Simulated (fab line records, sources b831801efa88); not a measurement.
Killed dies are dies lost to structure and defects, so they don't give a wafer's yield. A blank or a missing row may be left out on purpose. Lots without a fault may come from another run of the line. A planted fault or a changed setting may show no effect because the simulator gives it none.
Chamber matching | flow gf180mcu | GF_PASSIVATION_CVD_02 on pecvd-04: 3 sister chambers
The step deposits Si3N4, target thk 700 nm, time 486.18 s. 24 wafers are shown with their chamber, then 12 later ones without.

WAFERS WITH THEIR CHAMBER
wafer  | chamber | heater_power_w (W)
L923.3 | 2       | 589
L923.4 | 2       | 645
L923.5 | 0       | 648
L924.2 | 0       | 694
L924.5 | 0       | 751
L924.6 | 1       | 641
L925.2 | 1       | 714
L925.3 | 0       | 647
L925.6 | 0       | 653
L926.2 | 1       | 808
L926.3 | 0       | 640
L926.6 | 0       | 663
L927.2 | 1       | 784
L927.5 | 1       | 811
L927.6 | 2       | 577
L935.2 | 2       | 699
L935.3 | 0       | 700
L935.5 | 1       | 801
L936.1 | 0       | 720
L936.5 | 0       | 595
L936.6 | 1       | 793
L938.1 | 2       | 635
L938.2 | 0       | 578
L938.6 | 2       | 681

SIGNATURES (means of the wafers above)
reading        | chamber 0 | chamber 1 | chamber 2 | scatter within a chamber
heater_power_w | 662.64    | 764.57    | 637.67    | 54.5
Rule: a wafer's distance from a chamber is the root of the sum, over the readings, of the square of ((its reading less the chamber's mean) divided by the reading's scatter). The wafer belongs to the nearest chamber; if the next one is less than 2 further off, it can't be placed. The scatter: the root of (the sum of the squares of (reading less its chamber's mean) over the shown wafers, divided by (wafers less chambers)).

WAFERS WITHOUT THEIR CHAMBER
wafer  | heater_power_w (W)
L939.1 | 658
L939.4 | 766
L939.5 | 692
L940.2 | 784
L940.3 | 638
L940.4 | 601
L941.2 | 771
L941.4 | 571
L941.5 | 724
L942.1 | 664
L942.2 | 712
L942.3 | 600

WHICH CHAMBER EACH WENT THROUGH
wafer  | from the rows above          | in truth
L939.1 | can't be placed: 0 or 2 or 1 | 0
L939.4 | can't be placed: 1 or 0      | 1
L939.5 | can't be placed: 0 or 2 or 1 | 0
L940.2 | can't be placed: 1 or 0      | 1
L940.3 | can't be placed: 2 or 0      | 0
L940.4 | can't be placed: 2 or 0      | 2
L941.2 | can't be placed: 1 or 0      | 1
L941.4 | can't be placed: 2 or 0      | 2
L941.5 | can't be placed: 1 or 0 or 2 | 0
L942.1 | can't be placed: 0 or 2 or 1 | 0
L942.2 | can't be placed: 0 or 1 or 2 | 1
L942.3 | can't be placed: 2 or 0      | 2
Placed correctly: 0 of 12. Can't be placed from these rows: 12 (the true chamber is among the candidates in 12). Placed wrongly: 0.
